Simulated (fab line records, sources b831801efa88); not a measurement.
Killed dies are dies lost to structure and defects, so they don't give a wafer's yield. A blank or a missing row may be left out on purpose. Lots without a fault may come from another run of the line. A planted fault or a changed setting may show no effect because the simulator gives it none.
fab line records | flow gf180mcu
record lots=13 wafers=39 last_day=34
route steps=602 shown STI@13 HV_LDD@184
lots that met no fault: from a run of the same line without faults
start_h: hours from the record's first day to the start of the lot's first wafer shown | wait_h: hours since the lot's step before | " the same as in the row above | L1.1+2: a row that stands for several wafers | - no value, or no start given | * or withheld: withheld | < > ~ a bound
route shown NAME@n: a module of which the file shows steps, and the number in the route of the first | usual: mean/standard deviation of fault-free wafers | same: alike in all rows | chamber/n: place in a boat | sites: the reading at each site | _std_site: their standard deviation | _edge_site: outer sites' mean less inner sites' | radius_mm: how far each site lies from the wafer's centre | mask NAME#n: copy n | behind: the tool/chamber that last shaped the wafer | hold: why the lot was held/for how many hours/how that ended | device: the transistor (n, p or np) that didn't switch | end of line: the same wafers' tests at the end of the route | a step without rows: its recipe alone | killed: dies lost to structure and defects at the first sort, not the wafer's yield | map: a wafer's dies, x killed, . not, _ none there
set.NAME: the setting as run; set.NAME@STEP: as run at that earlier step | model.NAME: the simulator's own value behind a step, which no gauge read
steps of the route over a sample of lots; a table a step, a row a wafer
services: from which hour (start_h, from the record's first day; less than 0 if before it) a tool's chamber was out of use, for how many hours, and why
## steps
# step GF_STI_CD_MEAS_12
# recipe target_cd_nm=220
# usual cd_nm=219.9/1.3
# columns lot.wafer tool chamber start_h wait_h cd_nm
L273.2 cd_sem-01 - 26.33 0.1 221.2
L273.5 " - " " 220.6
L273.6 " - " " 219.8
L275.2 cd_sem-02 - 35.53 0.1 220.6
L275.5 " - " " 220.1
L275.6 " - " " 221.3
L278.1 cd_sem-01 - 51.16 0.1 220.6
L278.2 " - " " 219.0
L278.5 " - " " 221.7
L279.2 cd_sem-01 - 56.23 0.1 218.6
L279.5 " - " " 217.7
L279.6 " - " " 219.5
L280.1 cd_sem-01 - 61.81 0.1 220.5
L280.2 " - " " 219.6
L280.6 " - " " 218.9
L288.1 cd_sem-01 - 103.06 0.1 219.1
L288.3 " - " " 218.8
L288.4 " - " " 218.3
L289.1 cd_sem-02 - 107.21 0.1 220.1
L289.2 " - " " 218.2
L289.4 " - " " 219.4
L290.1 cd_sem-02 - 113.62 0.1 220.3
L290.4 " - " " 218.2
L290.5 " - " " 219.7
L292.3 cd_sem-01 - 124.31 0.1 219.6
L292.4 " - " " 219.2
L292.6 " - " " 219.5
L293.1 cd_sem-02 - 128.81 0.1 221.9
L293.5 " - " " 220.3
L293.6 " - " " 220.0
L294.1 cd_sem-02 - 134.16 0.1 218.4
L294.3 " - " " 218.2
L294.4 " - " " 219.6
L295.1 cd_sem-01 - 138.07 0.1 219.3
L295.2 " - " " 219.5
L295.4 " - " " 220.5
L296.3 cd_sem-01 - 144.85 0.1 218.5
L296.4 " - " " 218.5
L296.6 " - " " 219.0
# step GF_STI_ETCH_13
# recipe chemistry=CHF3/O2 stop_on=Si over_etch_frac=0.3 target_depth_a=2823.1 source_w=600 bias_w=200 pressure_mtorr=40 chf3_flow_sccm=50 O2_flow_sccm=5 time_s=112.9
# usual drypump_motor_current_A=5.6/0.43 oes_product_au=0.835/0.0053 run_length_s=141.2/0.45 throttle_valve_pct=8.809/0.01
# columns lot.wafer tool chamber start_h wait_h drypump_motor_current_A oes_product_au rf_hours_counter_h run_length_s throttle_valve_pct
L273.2 rie_diel-01 1 26.43 0.1 5.5 0.830 34 140.9 8.817
L273.5 " 0 " " 5.3 0.841 - 141.6 8.830
L273.6 " 1 " " 5.5 0.844 - 141.0 8.818
L275.2 rie_diel-01 2 35.63 0.1 5.9 0.834 165 142.1 8.819
L275.5 " 1 " " 5.5 0.834 - 141.0 8.816
L275.6 " 0 " " 5.3 0.838 - 141.2 8.803
L278.1 rie_diel-01 0 51.28 0.1 5.3 0.834 101 141.6 8.833
L278.2 " 3 " " 6.1 0.902 51 130.8 8.837
L278.5 " 2 " " 5.9 0.833 - 141.8 8.802
L279.2 rie_diel-01 3 56.33 0.1 6.1 0.913 51 130.9 8.848
L279.5 " 0 " " 5.2 0.835 - 141.2 8.823
L279.6 " 3 " " 6.1 0.838 - 140.3 8.807
L280.1 rie_diel-02 0 61.93 0.1 6.4 0.838 124 141.3 8.814
L280.2 " 2 " " 5.0 0.833 105 140.7 8.819
L280.6 " 1 " " 5.7 0.839 - 141.3 8.803
L288.1 rie_diel-04 2 103.18 0.1 5.8 0.842 24 141.3 8.811
L288.3 " 1 " " 4.9 0.836 10 140.7 8.817
L288.4 " 3 " " 5.4 0.839 44 141.2 8.802
L289.1 rie_diel-04 0 107.33 0.1 5.7 0.821 133 141.8 8.818
L289.2 " 1 " " 4.9 0.840 10 141.0 8.799
L289.4 " 3 " " 5.4 0.834 44 141.1 8.805
L290.1 rie_diel-04 1 113.74 0.1 4.8 0.838 10 140.8 8.807
L290.4 " 0 " " 5.8 0.834 133 142.0 8.811
L290.5 " 2 " " 5.8 0.831 - 141.1 8.812
L292.3 rie_diel-04 1 124.39 0.1 4.8 0.833 10 140.7 8.816
L292.4 " 2 " " 5.8 0.834 24 141.2 8.816
L292.6 " 1 " " 4.8 0.842 - 141.1 8.824
L293.1 rie_diel-02 1 128.93 0.1 5.7 0.840 16 141.2 8.820
L293.5 " 3 " " 5.7 0.837 - 141.6 8.808
L293.6 " 2 " " 5.0 0.831 - 141.0 8.817
L294.1 rie_diel-02 3 134.28 0.1 5.7 0.830 158 141.6 8.788
L294.3 " 2 " " 5.0 0.832 107 140.7 8.815
L294.4 " 1 " " 5.7 0.837 16 140.9 8.828
L295.1 rie_diel-02 1 138.19 0.1 5.7 0.834 17 141.0 8.795
L295.2 " 2 " " 5.0 0.835 107 140.6 8.826
L295.4 " 2 " " 5.0 0.835 - 141.1 8.816
L296.3 rie_diel-02 0 144.93 0.1 6.4 0.828 126 141.6 8.807
L296.4 " 2 " " 5.0 0.818 - 141.1 8.796
L296.6 " 1 " " 5.7 0.826 - 141.2 8.829
# step GF_STI_STRIP_15
# recipe chemistry=O2/N2 power_w=1400 pressure_mtorr=1500 platen_temp_c=250 o2_flow_sccm=3000 n2_flow_sccm=300 overash_fraction=0.5
# usual drypump_motor_current_A=5.7/0.52 heater_power_w=326/14 n2_flow_sccm=300.1/0.89 oes_product_au=0.383/0.005 strip_time_to_endpoint_s=3.71/0.042
# columns lot.wafer tool chamber start_h wait_h drypump_motor_current_A heater_power_w n2_flow_sccm oes_product_au rf_hours_counter_h strip_time_to_endpoint_s
L273.2 plasma_asher-04 0 26.58 0.0 6.5 322 299.7 0.387 41 3.74
L273.5 " 1 " " 5.2 305 300.1 0.382 - 3.71
L273.6 " 0 " " 6.5 321 298.6 0.388 - 3.74
L275.2 plasma_asher-02 1 35.78 0.0 5.6 326 299.7 0.377 31 3.67
L275.5 " 1 " " 5.6 331 300.0 0.391 - 3.68
L275.6 " 0 " " 6.1 319 301.2 0.384 - 3.67
L278.1 plasma_asher-01 0 51.44 0.0 5.0 331 299.5 0.384 25 3.73
L278.2 " 1 " " 6.1 351 301.4 0.393 25 3.88
L278.5 " 0 " " 5.0 332 301.3 0.384 - 3.72
L279.2 plasma_asher-02 0 56.48 0.0 6.1 321 300.5 0.394 34 3.93
L279.5 " 0 " " 6.1 316 299.9 0.384 - 3.74
L279.6 " 1 " " 5.5 335 299.3 0.394 - 3.72
L280.1 plasma_asher-01 0 62.09 0.0 5.0 331 299.0 0.383 26 3.62
L280.2 " 1 " " 6.1 350 301.3 0.380 26 3.70
L280.6 " 1 " " 6.1 359 300.9 0.382 - 3.70
L288.1 plasma_asher-01 1 103.34 0.0 6.1 346 302.2 0.378 30 3.73
L288.3 " 1 " " 6.1 345 300.0 0.388 - 3.81
L288.4 " 0 " " 5.0 319 300.4 0.383 - 3.76
L289.1 plasma_asher-02 1 107.48 0.0 5.6 336 299.8 0.370 39 3.63
L289.2 " 0 " " 6.1 318 298.8 0.389 39 3.75
L289.4 " 0 " " 6.1 327 301.5 0.380 - 3.72
L290.1 plasma_asher-02 1 113.89 0.0 5.6 334 300.5 0.385 39 3.72
L290.4 " 0 " " 6.1 317 300.2 0.375 - 3.71
L290.5 " 0 " " 6.1 323 300.1 0.393 - 3.73
L292.3 plasma_asher-01 1 124.58 0.1 6.1 348 299.2 0.384 - 3.75
L292.4 " 0 " " 5.0 324 299.9 0.376 - 3.63
L292.6 " 1 " " 6.1 343 300.6 0.377 - 3.74
L293.1 plasma_asher-04 1 129.08 0.0 5.3 300 300.3 0.381 52 3.69
L293.5 " 1 " " 5.2 294 300.7 0.390 - 3.71
L293.6 " 0 " " 6.6 332 298.1 0.383 - 3.71
L294.1 plasma_asher-01 0 134.43 0.0 5.0 321 299.5 0.388 33 3.77
L294.3 " 0 " " 5.0 331 299.6 0.377 - 3.71
L294.4 " 1 " " 6.1 353 299.9 0.382 - 3.70
L295.1 plasma_asher-02 0 138.34 0.0 6.1 319 300.0 0.384 42 3.68
L295.2 " 1 " " 5.6 329 300.1 0.386 42 3.77
L295.4 " 1 " " 5.6 330 300.7 0.379 - 3.69
L296.3 plasma_asher-04 1 145.11 0.1 5.3 298 299.4 0.384 - 3.70
L296.4 " 0 " " 6.5 326 299.2 0.383 - 3.70
L296.6 " 0 " " 6.5 322 300.4 0.384 - 3.76
# step GF_STI_THK_MEAS_22
# recipe reads=SiO2_of_STI_OXIDATION_21
# usual STI_OXIDATION_01_THK=14.99/0.24
# columns lot.wafer tool chamber start_h wait_h STI_OXIDATION_01_THK[nm]
L273.2 film_metro-01 - 28.20 0.0 15.19
L273.5 " - " " 14.99
L273.6 " - " " 15.24
L275.2 film_metro-04 - 38.29 0.0 14.92
L275.5 " - " " 15.02
L275.6 " - " " 15.06
L278.1 film_metro-01 - 54.09 0.0 15.33
L278.2 " - " " 15.01
L278.5 " - " " 15.38
L279.2 film_metro-02 - 59.60 0.0 14.65
L279.5 " - " " 14.65
L279.6 " - " " 14.61
L280.1 film_metro-01 - 63.69 0.0 15.21
L280.2 " - " " 15.10
L280.6 " - " " 15.03
L288.1 film_metro-01 - 105.87 0.0 14.97
L288.3 " - " " 14.82
L288.4 " - " " 14.82
L289.1 film_metro-04 - 109.09 0.0 15.46
L289.2 " - " " 15.55
L289.4 " - " " 15.07
L290.1 film_metro-01 - 115.79 0.0 15.02
L290.4 " - " " 15.27
L290.5 " - " " 15.04
L292.3 film_metro-01 - 126.80 0.0 15.08
L292.4 " - " " 15.32
L292.6 " - " " 15.49
L293.1 film_metro-01 - 131.22 0.0 14.94
L293.5 " - " " 15.13
L293.6 " - " " 14.73
L294.1 film_metro-04 - 136.05 0.0 15.17
L294.3 " - " " 15.07
L294.4 " - " " 15.30
L295.1 film_metro-04 - 139.98 0.0 15.11
L295.2 " - " " 15.27
L295.4 " - " " 15.08
L296.3 film_metro-04 - 146.68 0.0 14.85
L296.4 " - " " 14.68
L296.6 " - " " 14.75
# step GF_HV_LDD_OVL_MEAS_08
# usual HV_LDD_OVL=-0.1/1.5
# columns lot.wafer tool chamber start_h wait_h HV_LDD_OVL[nm]
L273.2 overlay-01 - 215.99 0.1 -1.1
L273.5 " - " " 0.1
L273.6 " - " " 1.0
L275.2 overlay-02 - 228.14 0.1 0.0
L275.5 " - " " 1.9
L275.6 " - " " 2.2
L278.1 overlay-02 - 253.49 0.1 -1.8
L278.2 " - " " -0.7
L278.5 " - " " -1.2
L279.2 overlay-02 - 260.89 0.1 0.7
L279.5 " - " " 0.2
L279.6 " - " " 1.4
L280.1 overlay-01 - 264.59 0.1 0.8
L280.2 " - " " 1.6
L280.6 " - " " 0.9
L288.1 overlay-02 - 327.03 0.1 2.9
L288.3 " - " " 2.2
L288.4 " - " " 1.0
L289.1 overlay-01 - 330.23 0.1 -1.3
L289.2 " - " " -3.6
L289.4 " - " " -3.6
L290.1 overlay-01 - 338.44 0.1 0.4
L290.4 " - " " 0.7
L290.5 " - " " -0.1
L292.3 overlay-01 - 353.95 0.1 1.1
L292.4 " - " " 1.5
L292.6 " - " " 0.3
L294.1 overlay-01 - 374.53 0.1 1.6
L294.3 " - " " 0.1
L294.4 " - " " 1.7
L293.1 overlay-01 - 374.83 0.1 0.0
L293.5 " - " " 0.4
L293.6 " - " " 1.6
L295.1 overlay-01 - 374.88 0.1 -1.5
L295.2 " - " " -2.0
L295.4 " - " " 0.2
L296.3 overlay-02 - 384.25 0.1 2.8
L296.4 " - " " 0.5
L296.6 " - " " -0.8
## services
# columns tool chamber start_h hours kind
plasma_asher-01 - 12.89 2.2 repair
rie_diel-02 0 37.25 1.2 repair
rie_diel-02 1 48.50 3.9 repair
rie_diel-01 2 102.76 - clean
rie_diel-01 2 102.76 28.0 scheduled_down
rie_diel-01 2 102.76 28.0 vent_cycle
rie_diel-04 - 117.64 2.8 pm
rie_diel-04 - 134.62 14.6 pm
rie_diel-02 3 138.15 4.0 repair
plasma_asher-01 - 142.05 28.1 pm
rie_diel-02 3 144.10 - clean
rie_diel-02 3 144.10 21.2 scheduled_down
rie_diel-02 3 144.10 21.2 vent_cycle
rie_diel-01 - 144.40 14.6 pm
## key
first_sign step=GF_STI_ETCH_13 reading=run_length_s direction=down sigmas=23 usual=* struck=*
effect step=GF_STI_ETCH_13 reading=oes_product_au direction=up sigmas=14 usual=0.835 struck=0.908
effect step=GF_STI_STRIP_15 reading=strip_time_to_endpoint_s direction=up sigmas=4.7 usual=* struck=*
met_at GF_STI_ETCH_13
struck_lots L278,L279
struck_wafers L278.2,L279.2
tester_left_out L278,L279
not_acting_at GF_STI_CD_MEAS_12,GF_STI_THK_MEAS_22,GF_HV_LDD_OVL_MEAS_08
onset_between 35.63 51.28
fault kind=process_parameter_drift tool=rie_diel-01 chamber=- onset_h=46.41 steps=GF_STI_ETCH_13 channel=time_s offset=* shape=step end_h=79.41 scope=struck_wafers_only acts_in=* stated=*
# tester_left_out: of these lots the tester's yield and bins aren't shown, on N5 and GAA mostly nor the transistor test; their killed dies are dies lost to structure and defects alone, not to doping, threshold or leakage, so they don't give the yield
